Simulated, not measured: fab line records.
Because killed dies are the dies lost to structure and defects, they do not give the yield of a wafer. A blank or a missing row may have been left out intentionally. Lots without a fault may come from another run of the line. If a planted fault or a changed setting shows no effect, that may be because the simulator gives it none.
fab line records	flow sky130
record lots=24	wafers=72	lastDay=50
route steps=708 shown POLY_GATE@236 METAL1@434 METAL2@487 CAPM@541 VIA3@595
lots with no fault: from the same line, run without faults
startH: start of the lot's first displayed wafer, in hours after the record's first day	waitH: how many hours have passed since the lot's step before this one	" identical to the entry in the row above	L1.1+2: one row covering several wafers at once	- no value present, or no start provided	* or withheld: withheld	< > ~ a bound
route shown NAME@n: names a module that has steps shown in the file, with the first one's number in the route	usual: mean and standard deviation over wafers with no fault	same: alike in all rows	chamber/n: place in a boat	sites: per-site readings	_std_site: their standard deviation	_edge_site: inner sites' mean taken away from outer sites' mean	radiusMm: for every site, how far away it sits from the centre of the wafer	mask NAME#n: copy n	behind: the last tool/chamber to shape the wafer	hold: cause of the lot's hold/its duration in hours/its outcome	device: names the non-switching transistor (n, p or np)	end of line: the route-end tests of the same wafers	for a step that has no rows: nothing shown but its recipe	killed: the dies lost at the first sort to structure and to defects; this is not the yield of the wafer	map: shows each die of a wafer: x if killed, . if not, _ if none is there
set.NAME: setting as actually run; set.NAME@STEP: the setting as run at that earlier step	model.NAME: the simulator's own value behind a step, which no gauge read
steps of the route over a sample of lots; a table a step, a row a wafer
services: when a tool's chamber went out of use (startH, in hours from the record's first day, below 0 if earlier), for how many hours, and the reason
## steps
# step SKY_POLY_GATE_CD_MEAS_22
# usual cdNm=150.4/2.4
lot.wafer	tool	chamber	startH	waitH	cdNm
L074.2	cdSem-02	-	356.95	0.1	145.3
L074.4	"	-	"	"	145.6
L074.6	"	-	"	"	146.9
L075.2	cdSem-01	-	367.46	0.1	148.6
L075.3	"	-	"	"	146.7
L075.6	"	-	"	"	151.6
L076.3	cdSem-01	-	373.76	0.1	146.8
L076.4	"	-	"	"	149.3
L076.5	"	-	"	"	148.3
L077.1	cdSem-02	-	381.44	0.1	151.1
L077.3	"	-	"	"	152.8
L077.4	"	-	"	"	155.9
L078.1	cdSem-02	-	400.73	0.1	153.6
L078.2	"	-	"	"	145.8
L078.6	"	-	"	"	148.9
L079.2	cdSem-02	-	402.61	0.1	149.4
L079.4	"	-	"	"	153.9
L079.5	"	-	"	"	151.3
L080.1	cdSem-01	-	415.35	0.1	149.2
L080.3	"	-	"	"	150.7
L080.6	"	-	"	"	155.6
L081.3	cdSem-02	-	430.39	0.1	149.7
L081.4	"	-	"	"	152.3
L081.5	"	-	"	"	151.6
L082.1	cdSem-02	-	440.69	0.1	151.7
L082.4	"	-	"	"	149.9
L082.6	"	-	"	"	150.6
L083.2	cdSem-02	-	446.77	0.1	147.5
L083.3	"	-	"	"	149.0
L083.4	"	-	"	"	149.9
L084.4	cdSem-01	-	454.52	0.1	148.3
L084.5	"	-	"	"	146.8
L084.6	"	-	"	"	149.1
L085.1	cdSem-02	-	464.01	0.1	146.6
L085.2	"	-	"	"	145.0
L085.4	"	-	"	"	147.8
L086.1	cdSem-01	-	472.72	0.1	151.8
L086.2	"	-	"	"	154.7
L086.3	"	-	"	"	149.7
L087.1	cdSem-01	-	498.57	0.1	152.7
L087.3	"	-	"	"	153.5
L087.5	"	-	"	"	156.2
L089.2	cdSem-02	-	529.88	0.1	147.2
L089.5	"	-	"	"	151.4
L089.6	"	-	"	"	149.7
L088.3	cdSem-01	-	529.91	0.1	147.9
L088.4	"	-	"	"	149.9
L088.6	"	-	"	"	149.1
L090.1	cdSem-02	-	547.79	0.1	149.0
L090.2	"	-	"	"	150.6
L090.3	"	-	"	"	153.1
L091.1	cdSem-02	-	548.71	0.2	148.4
L091.5	"	-	"	"	150.7
L091.6	"	-	"	"	148.8
L092.2	cdSem-02	-	557.11	0.2	150.6
L092.3	"	-	"	"	149.0
L092.4	"	-	"	"	150.8
L093.1	cdSem-02	-	562.44	0.1	152.1
L093.5	"	-	"	"	150.5
L093.6	"	-	"	"	151.5
L095.1	cdSem-02	-	583.42	0.1	153.9
L095.3	"	-	"	"	149.2
L095.4	"	-	"	"	150.0
L094.1	cdSem-02	-	584.63	0.1	148.4
L094.2	"	-	"	"	152.8
L094.3	"	-	"	"	152.0
L097.1	cdSem-02	-	586.36	0.1	153.7
L097.3	"	-	"	"	153.0
L097.6	"	-	"	"	156.3
L096.3	cdSem-02	-	592.26	0.1	150.6
L096.4	"	-	"	"	149.9
L096.5	"	-	"	"	149.6
# step SKY_METAL1_SPUTTER_00
# recipe material=Ti	targetThkNm=15	powerW=3000	timeS=10	chamberPressurePa=0.4
# usual throttleValvePct=30.0/1.1
# same timeS=10
lot.wafer	tool	chamber	startH	waitH	throttleValvePct
L074.2	pvdSputter-02	-	717.05	0.2	29.3
L074.4	"	-	"	"	28.2
L074.6	"	-	"	"	29.3
L075.2	pvdSputter-04	-	728.63	0.1	32.0
L075.3	"	-	"	"	30.3
L075.6	"	-	"	"	31.9
L076.3	pvdSputter-02	-	734.97	0.1	31.3
L076.4	"	-	"	"	27.9
L076.5	"	-	"	"	30.9
L077.1	pvdSputter-01	-	753.16	0.2	29.9
L077.3	"	-	"	"	28.3
L077.4	"	-	"	"	31.5
L078.1	pvdSputter-04	-	760.46	0.2	29.8
L078.2	"	-	"	"	30.3
L078.6	"	-	"	"	30.4
L079.2	pvdSputter-04	-	762.76	0.2	29.5
L079.4	"	-	"	"	30.1
L079.5	"	-	"	"	29.6
L080.1	pvdSputter-02	-	769.88	0.1	28.1
L080.3	"	-	"	"	29.3
L080.6	"	-	"	"	28.5
L081.3	pvdSputter-02	-	784.77	0.1	30.7
L081.4	"	-	"	"	30.9
L081.5	"	-	"	"	30.9
L082.1	pvdSputter-02	-	793.12	0.2	28.1
L082.4	"	-	"	"	31.0
L082.6	"	-	"	"	31.1
L083.2	pvdSputter-02	-	799.32	0.2	30.9
L083.3	"	-	"	"	29.1
L083.4	"	-	"	"	28.4
L084.4	pvdSputter-01	-	805.07	0.1	31.7
L084.5	"	-	"	"	31.6
L084.6	"	-	"	"	30.2
L085.1	pvdSputter-02	-	816.58	0.1	30.9
L085.2	"	-	"	"	31.2
L085.4	"	-	"	"	29.3
L086.1	pvdSputter-01	-	819.36	0.1	30.4
L086.2	"	-	"	"	31.5
L086.3	"	-	"	"	29.6
L087.1	pvdSputter-01	-	845.60	0.2	29.9
L087.3	"	-	"	"	30.3
L087.5	"	-	"	"	30.4
L089.2	pvdSputter-01	-	873.82	0.1	28.5
L089.5	"	-	"	"	31.2
L089.6	"	-	"	"	30.4
L088.3	pvdSputter-04	-	876.42	0.2	30.6
L088.4	"	-	"	"	31.8
L088.6	"	-	"	"	29.2
L090.1	pvdSputter-02	-	885.31	0.1	31.1
L090.2	"	-	"	"	31.1
L090.3	"	-	"	"	27.9
L091.1	pvdSputter-04	-	886.33	0.1	30.4
L091.5	"	-	"	"	30.4
L091.6	"	-	"	"	32.0
L092.2	pvdSputter-01	-	895.91	0.2	29.6
L092.3	"	-	"	"	30.4
L092.4	"	-	"	"	31.4
L093.1	pvdSputter-04	-	898.91	0.2	29.9
L093.5	"	-	"	"	29.2
L093.6	"	-	"	"	32.0
L095.1	pvdSputter-02	-	911.71	0.1	29.2
L095.3	"	-	"	"	30.8
L095.4	"	-	"	"	31.2
L094.1	pvdSputter-04	-	919.02	0.2	31.5
L094.2	"	-	"	"	29.4
L094.3	"	-	"	"	30.4
L097.1	pvdSputter-04	-	920.72	0.1	32.1
L097.3	"	-	"	"	29.3
L097.6	"	-	"	"	29.4
L096.3	pvdSputter-04	-	926.00	0.2	29.2
L096.4	"	-	"	"	28.8
L096.5	"	-	"	"	29.3
# step SKY_METAL1_CD_MEAS_15
# recipe targetCdNm=140
# usual cdNm=139.5/1.7
lot.wafer	tool	chamber	startH	waitH	cdNm
L074.2	cdSem-01	-	744.29	-	140.5
L074.4	"	-	"	"	139.4
L074.6	"	-	"	"	139.8
L075.2	cdSem-02	-	755.64	-	138.7
L075.3	"	-	"	"	139.7
L075.6	"	-	"	"	138.9
L076.3	cdSem-01	-	762.37	-	137.6
L076.4	"	-	"	"	138.2
L076.5	"	-	"	"	139.2
L077.1	cdSem-01	-	779.58	-	139.8
L077.3	"	-	"	"	140.0
L077.4	"	-	"	"	140.9
L078.1	cdSem-01	-	787.78	-	140.1
L078.2	"	-	"	"	139.8
L078.6	"	-	"	"	138.8
L079.2	cdSem-01	-	789.70	-	139.9
L079.4	"	-	"	"	137.7
L079.5	"	-	"	"	137.8
L080.1	cdSem-01	-	797.02	-	140.1
L080.3	"	-	"	"	140.5
L080.6	"	-	"	"	140.1
L081.3	cdSem-02	-	812.11	-	140.3
L081.4	"	-	"	"	141.0
L081.5	"	-	"	"	141.5
L082.1	cdSem-01	-	820.52	-	139.3
L082.4	"	-	"	"	139.9
L082.6	"	-	"	"	140.0
L083.2	cdSem-02	-	826.05	-	140.0
L083.3	"	-	"	"	141.7
L083.4	"	-	"	"	139.7
L084.4	cdSem-02	-	831.44	-	139.2
L084.5	"	-	"	"	138.5
L084.6	"	-	"	"	138.2
L085.1	cdSem-01	-	842.88	-	137.8
L085.2	"	-	"	"	138.1
L085.4	"	-	"	"	138.2
L086.1	cdSem-01	-	845.78	-	140.1
L086.2	"	-	"	"	141.7
L086.3	"	-	"	"	140.8
L087.1	cdSem-01	-	872.23	-	138.4
L087.3	"	-	"	"	138.8
L087.5	"	-	"	"	139.0
L089.2	cdSem-01	-	900.39	-	138.6
L089.5	"	-	"	"	139.8
L089.6	"	-	"	"	138.9
L088.3	cdSem-02	-	903.52	-	139.6
L088.4	"	-	"	"	138.4
L088.6	"	-	"	"	140.0
L090.1	cdSem-01	-	911.68	-	141.9
L090.2	"	-	"	"	139.6
L090.3	"	-	"	"	140.5
L091.1	cdSem-01	-	912.62	-	137.8
L091.5	"	-	"	"	137.6
L091.6	"	-	"	"	137.9
L092.2	cdSem-02	-	921.30	-	142.2
L092.3	"	-	"	"	141.0
L092.4	"	-	"	"	139.9
L093.1	cdSem-01	-	924.27	-	140.2
L093.5	"	-	"	"	141.3
L093.6	"	-	"	"	140.2
L095.1	cdSem-01	-	936.62	-	139.2
L095.3	"	-	"	"	140.4
L095.4	"	-	"	"	139.4
L094.1	cdSem-01	-	943.17	-	132.9
L094.2	"	-	"	"	133.9
L094.3	"	-	"	"	134.1
L097.1	cdSem-01	-	945.23	-	141.6
L097.3	"	-	"	"	141.9
L097.6	"	-	"	"	140.5
L096.3	cdSem-02	-	950.62	-	140.9
L096.4	"	-	"	"	141.8
L096.5	"	-	"	"	140.3
# step SKY_METAL2_SPUTTER_04
# recipe material=TiN	targetThkNm=70	powerW=6500	timeS=58.3	chamberPressurePa=0.4
# usual throttleValvePct=30.3/1.1
# same timeS=58.3
lot.wafer	tool	chamber	startH	waitH	throttleValvePct
L074.2	pvdSputter-03	-	774.66	0.0	32.3
L074.4	"	-	"	"	30.9
L074.6	"	-	"	"	29.0
L075.2	pvdSputter-02	-	785.90	0.0	27.9
L075.3	"	-	"	"	30.9
L075.6	"	-	"	"	30.7
L076.3	pvdSputter-02	-	792.07	0.0	27.8
L076.4	"	-	"	"	29.3
L076.5	"	-	"	"	29.2
L077.1	pvdSputter-03	-	810.22	0.0	30.6
L077.3	"	-	"	"	30.6
L077.4	"	-	"	"	29.5
L078.1	pvdSputter-02	-	817.04	0.0	30.9
L078.2	"	-	"	"	30.9
L078.6	"	-	"	"	31.1
L079.2	pvdSputter-03	-	819.03	0.0	32.1
L079.4	"	-	"	"	30.7
L079.5	"	-	"	"	32.1
L080.1	pvdSputter-03	-	826.78	0.0	30.3
L080.3	"	-	"	"	30.9
L080.6	"	-	"	"	30.4
L081.3	pvdSputter-04	-	840.81	0.0	29.5
L081.4	"	-	"	"	29.3
L081.5	"	-	"	"	29.4
L082.1	pvdSputter-02	-	849.68	0.0	29.2
L082.4	"	-	"	"	28.1
L082.6	"	-	"	"	29.1
L083.2	pvdSputter-03	-	855.49	0.0	32.0
L083.3	"	-	"	"	30.3
L083.4	"	-	"	"	30.7
L084.4	pvdSputter-04	-	860.49	0.0	29.1
L084.5	"	-	"	"	30.3
L084.6	"	-	"	"	31.8
L085.1	pvdSputter-03	-	872.17	0.0	30.5
L085.2	"	-	"	"	32.3
L085.4	"	-	"	"	30.6
L086.1	pvdSputter-02	-	875.34	0.0	30.7
L086.2	"	-	"	"	28.1
L086.3	"	-	"	"	29.5
L087.1	pvdSputter-04	-	901.27	0.0	29.3
L087.3	"	-	"	"	29.4
L087.5	"	-	"	"	29.2
L089.2	pvdSputter-03	-	928.58	0.0	30.8
L089.5	"	-	"	"	30.7
L089.6	"	-	"	"	30.6
L088.3	pvdSputter-03	-	931.23	0.0	30.5
L088.4	"	-	"	"	32.5
L088.6	"	-	"	"	30.5
L090.1	pvdSputter-03	-	940.08	0.0	29.0
L090.2	"	-	"	"	32.3
L090.3	"	-	"	"	30.6
L091.1	pvdSputter-04	-	940.40	0.0	29.2
L091.5	"	-	"	"	29.4
L091.6	"	-	"	"	29.4
L092.2	pvdSputter-03	-	948.88	0.0	30.7
L092.3	"	-	"	"	29.1
L092.4	"	-	"	"	30.3
L093.1	pvdSputter-02	-	952.10	0.0	28.3
L093.5	"	-	"	"	29.4
L093.6	"	-	"	"	31.0
L095.1	pvdSputter-04	-	964.57	0.0	29.6
L095.3	"	-	"	"	31.7
L095.4	"	-	"	"	30.4
L094.1	pvdSputter-04	-	971.00	0.0	31.8
L094.2	"	-	"	"	29.6
L094.3	"	-	"	"	29.6
L097.1	pvdSputter-04	-	973.39	0.0	29.6
L097.3	"	-	"	"	30.3
L097.6	"	-	"	"	29.3
L096.3	pvdSputter-04	-	979.38	0.0	29.5
L096.4	"	-	"	"	30.3
L096.5	"	-	"	"	29.2
# step SKY_CAPM_THK_MEAS_04
# recipe thkMeasGauge=xrf	reads=TiN_of_CAPM_SPUTTER_02
# usual CAPM_TIN_THK=198.2/2.2
lot.wafer	tool	chamber	startH	waitH	CAPM_TIN_THK[nm]
L074.2	filmMetro-02	-	830.15	0.1	198.0
L074.4	"	-	"	"	198.9
L074.6	"	-	"	"	198.7
L075.2	filmMetro-02	-	842.99	0.1	199.0
L075.3	"	-	"	"	195.7
L075.6	"	-	"	"	196.9
L076.3	filmMetro-02	-	848.74	0.1	193.3
L076.4	"	-	"	"	196.2
L076.5	"	-	"	"	196.7
L077.1	filmMetro-02	-	865.67	0.1	193.5
L077.3	"	-	"	"	195.9
L077.4	"	-	"	"	195.4
L078.1	filmMetro-04	-	873.15	0.1	199.7
L078.2	"	-	"	"	201.3
L078.6	"	-	"	"	202.0
L079.2	filmMetro-02	-	875.23	0.1	196.0
L079.4	"	-	"	"	196.7
L079.5	"	-	"	"	194.3
L080.1	filmMetro-04	-	883.18	0.1	201.1
L080.3	"	-	"	"	198.8
L080.6	"	-	"	"	198.8
L081.3	filmMetro-02	-	896.05	0.1	197.7
L081.4	"	-	"	"	198.0
L081.5	"	-	"	"	197.6
L082.1	filmMetro-01	-	905.74	0.1	200.6
L082.4	"	-	"	"	199.3
L082.6	"	-	"	"	198.1
L083.2	filmMetro-02	-	910.63	0.1	195.6
L083.3	"	-	"	"	196.8
L083.4	"	-	"	"	195.0
L084.4	filmMetro-04	-	915.99	0.1	200.7
L084.5	"	-	"	"	199.1
L084.6	"	-	"	"	201.6
L085.1	filmMetro-04	-	927.08	0.1	200.5
L085.2	"	-	"	"	197.8
L085.4	"	-	"	"	201.5
L086.1	filmMetro-02	-	930.82	0.1	200.6
L086.2	"	-	"	"	200.5
L086.3	"	-	"	"	198.0
L087.1	filmMetro-04	-	954.74	0.1	196.6
L087.3	"	-	"	"	201.2
L087.5	"	-	"	"	200.1
L089.2	filmMetro-02	-	982.14	0.1	198.0
L089.5	"	-	"	"	197.8
L089.6	"	-	"	"	199.0
L088.3	filmMetro-04	-	985.20	0.1	200.6
L088.4	"	-	"	"	200.2
L088.6	"	-	"	"	198.9
L090.1	filmMetro-04	-	992.03	0.1	200.0
L090.2	"	-	"	"	197.9
L090.3	"	-	"	"	201.3
L091.1	filmMetro-04	-	993.44	0.1	200.4
L091.5	"	-	"	"	199.8
L091.6	"	-	"	"	199.5
L092.2	filmMetro-01	-	1002.54	0.1	198.5
L092.3	"	-	"	"	199.6
L092.4	"	-	"	"	197.7
L093.1	filmMetro-02	-	1004.67	0.1	197.9
L093.5	"	-	"	"	197.8
L093.6	"	-	"	"	197.2
L095.1	filmMetro-01	-	1015.17	0.1	196.0
L095.3	"	-	"	"	197.2
L095.4	"	-	"	"	198.4
L094.1	filmMetro-02	-	1020.47	0.1	195.9
L094.2	"	-	"	"	196.0
L094.3	"	-	"	"	195.2
L097.1	filmMetro-04	-	1022.93	0.1	196.4
L097.3	"	-	"	"	198.8
L097.6	"	-	"	"	201.3
L096.3	filmMetro-02	-	1028.89	0.1	198.0
L096.4	"	-	"	"	196.3
L096.5	"	-	"	"	196.6
# step SKY_VIA3_RS_MEAS_22
# recipe thkMeasGauge=four-point-probe	reads=W_of_VIA3_CVD_21+TiN_of_VIA3_SPUTTER_20
# usual VIA3_W_RS=0.2944/0.003
lot.wafer	tool	chamber	startH	waitH	VIA3_W_RS[ohm/sq]
L074.2	filmMetro-03	-	911.14	0.1	0.2965
L074.4	"	-	"	"	0.2926
L074.6	"	-	"	"	0.2953
L075.2	filmMetro-03	-	922.68	0.1	0.2940
L075.3	"	-	"	"	0.2961
L075.6	"	-	"	"	0.2968
L076.3	filmMetro-02	-	930.11	0.1	0.2913
L076.4	"	-	"	"	0.2922
L076.5	"	-	"	"	0.2938
L077.1	filmMetro-01	-	943.71	0.1	0.3023
L077.3	"	-	"	"	0.2972
L077.4	"	-	"	"	0.2947
L078.1	filmMetro-01	-	952.62	0.1	0.2918
L078.2	"	-	"	"	0.2955
L078.6	"	-	"	"	0.2924
L079.2	filmMetro-01	-	954.56	0.1	0.2920
L079.4	"	-	"	"	0.2911
L079.5	"	-	"	"	0.2916
L080.1	filmMetro-03	-	962.71	0.1	0.2878
L080.3	"	-	"	"	0.2893
L080.6	"	-	"	"	0.2850
L081.3	filmMetro-01	-	974.76	0.1	0.2973
L081.4	"	-	"	"	0.2947
L081.5	"	-	"	"	0.2937
L082.1	filmMetro-03	-	982.98	0.1	0.2912
L082.4	"	-	"	"	0.2954
L082.6	"	-	"	"	0.2962
L083.2	filmMetro-03	-	988.04	0.1	0.2966
L083.3	"	-	"	"	0.2939
L083.4	"	-	"	"	0.2996
L084.4	filmMetro-02	-	991.55	0.1	0.2933
L084.5	"	-	"	"	0.2936
L084.6	"	-	"	"	0.2917
L085.1	filmMetro-03	-	1003.09	0.1	0.2887
L085.2	"	-	"	"	0.2946
L085.4	"	-	"	"	0.2938
L086.1	filmMetro-01	-	1006.28	0.1	0.2947
L086.2	"	-	"	"	0.2927
L086.3	"	-	"	"	0.2905
L087.1	filmMetro-01	-	1028.38	0.1	0.2943
L087.3	"	-	"	"	0.2954
L087.5	"	-	"	"	0.2901
L089.2	filmMetro-02	-	1053.09	0.1	0.2971
L089.5	"	-	"	"	0.2982
L089.6	"	-	"	"	0.3015
L088.3	filmMetro-02	-	1055.87	0.1	0.2913
L088.4	"	-	"	"	0.2945
L088.6	"	-	"	"	0.2964
L090.1	filmMetro-01	-	1061.24	0.2	0.2930
L090.2	"	-	"	"	0.2935
L090.3	"	-	"	"	0.2961
L091.1	filmMetro-03	-	1063.02	0.1	0.2940
L091.5	"	-	"	"	0.2916
L091.6	"	-	"	"	0.2991
L092.2	filmMetro-02	-	1071.43	0.1	0.2934
L092.3	"	-	"	"	0.2944
L092.4	"	-	"	"	0.2947
L093.1	filmMetro-02	-	1072.98	0.1	0.2956
L093.5	"	-	"	"	0.2990
L093.6	"	-	"	"	0.2965
L095.1	filmMetro-02	-	1082.32	0.1	0.2943
L095.3	"	-	"	"	0.2911
L095.4	"	-	"	"	0.2982
L094.1	filmMetro-01	-	1088.44	0.1	0.2920
L094.2	"	-	"	"	0.2900
L094.3	"	-	"	"	0.2892
L097.1	filmMetro-02	-	1089.00	0.1	0.2948
L097.3	"	-	"	"	0.2973
L097.6	"	-	"	"	0.2963
L096.3	filmMetro-03	-	1094.47	0.1	0.2962
L096.4	"	-	"	"	0.2895
L096.5	"	-	"	"	0.2907
## services
tool	chamber	startH	hours	kind
pvdSputter-02	-	703.11	2.9	repair
pvdSputter-04	1	754.75	-	consumableReplace:kit
pvdSputter-04	1	754.75	18.0	scheduledDown
pvdSputter-04	1	754.75	18.0	ventCycle
pvdSputter-04	-	771.78	50.9	repair
pvdSputter-04	-	790.78	3.9	repair
pvdSputter-04	-	797.89	3.4	repair
pvdSputter-02	3	822.40	-	consumableReplace:kit
pvdSputter-02	3	822.40	18.0	scheduledDown
pvdSputter-02	3	822.40	18.0	ventCycle
pvdSputter-01	1	826.12	-	consumableReplace:kit
pvdSputter-01	1	826.12	18.0	scheduledDown
pvdSputter-03	3	832.59	-	consumableReplace:kit
pvdSputter-03	3	832.59	18.0	scheduledDown
pvdSputter-03	3	832.59	18.0	ventCycle
pvdSputter-03	-	852.90	2.4	repair
pvdSputter-03	-	859.39	0.8	repair
pvdSputter-02	-	898.14	1.7	repair
pvdSputter-04	-	913.26	2.2	repair
pvdSputter-04	0	920.86	-	consumableReplace:kit
pvdSputter-04	0	920.86	18.0	scheduledDown
pvdSputter-04	0	920.86	18.0	ventCycle
pvdSputter-01	-	939.47	6.4	repair
pvdSputter-02	-	972.84	3.3	repair
## key
fault none
